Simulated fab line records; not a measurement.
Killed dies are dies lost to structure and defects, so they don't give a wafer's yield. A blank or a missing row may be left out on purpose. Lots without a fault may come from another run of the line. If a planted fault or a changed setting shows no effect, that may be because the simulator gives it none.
Chamber matching	flow sky130	4 sister chambers for SKY_VIA4_CMP_02 on cmp-01
The step polishes SiO2. 8 wafers are shown with their chamber, then 9 later ones without.

== WAFERS PAIRED WITH THEIR CHAMBERS ==
wafer	chamber	motor current A (A)	head pressure psi (psi)
L918.6	1	12.6	4.010
L929.2	3	12.9	3.997
L929.3	1	12.4	4.008
L929.6	0	15.2	3.997
L932.3	3	12.9	3.996
L933.2	2	12.7	4.000
L933.4	0	14.4	3.989
L933.5	2	13.4	4.000

== WAFERS WITH NO CHAMBER GIVEN ==
wafer	motor current A (A)	head pressure psi (psi)
L934.2	12.5	3.996
L934.3	13.1	4.005
L934.6	13.3	4.017
L936.1	14.3	3.992
L936.5	13.2	3.993
L936.6	13.7	3.987
L937.1	13.4	4.018
L937.2	14.9	3.996
L937.6	12.9	4.005

== CHAMBER TAKEN BY EACH ==
wafer	from the rows above	in truth
L934.2	can't be placed: 3 or 2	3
L934.3	can't be placed: 2 or 1 or 3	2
L934.6	1	1
L936.1	0	0
L936.5	can't be placed: 3 or 2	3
L936.6	can't be placed: 0 or 3 or 2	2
L937.1	1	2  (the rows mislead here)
L937.2	0	0
L937.6	can't be placed: 1 or 2 or 3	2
3 of 9 placed correctly. Can't be placed from these rows: 5 (the true chamber is among the candidates in 5). Placed wrongly: 1.
How it was worked out, from the rows above alone: a wafer's distance from a chamber is the root of the sum, over the readings, of the square of ((its reading less the chamber's mean) divided by the reading's scatter). If the next closest chamber is less than 2 further off than the closest, the wafer can't be placed; otherwise it belongs to the closest. A chamber's mean is the mean of its shown wafers. How the scatter is found: for the shown wafers, subtract from each reading the mean of its chamber, square and add these, divide the total by (wafers less chambers), then take the root.
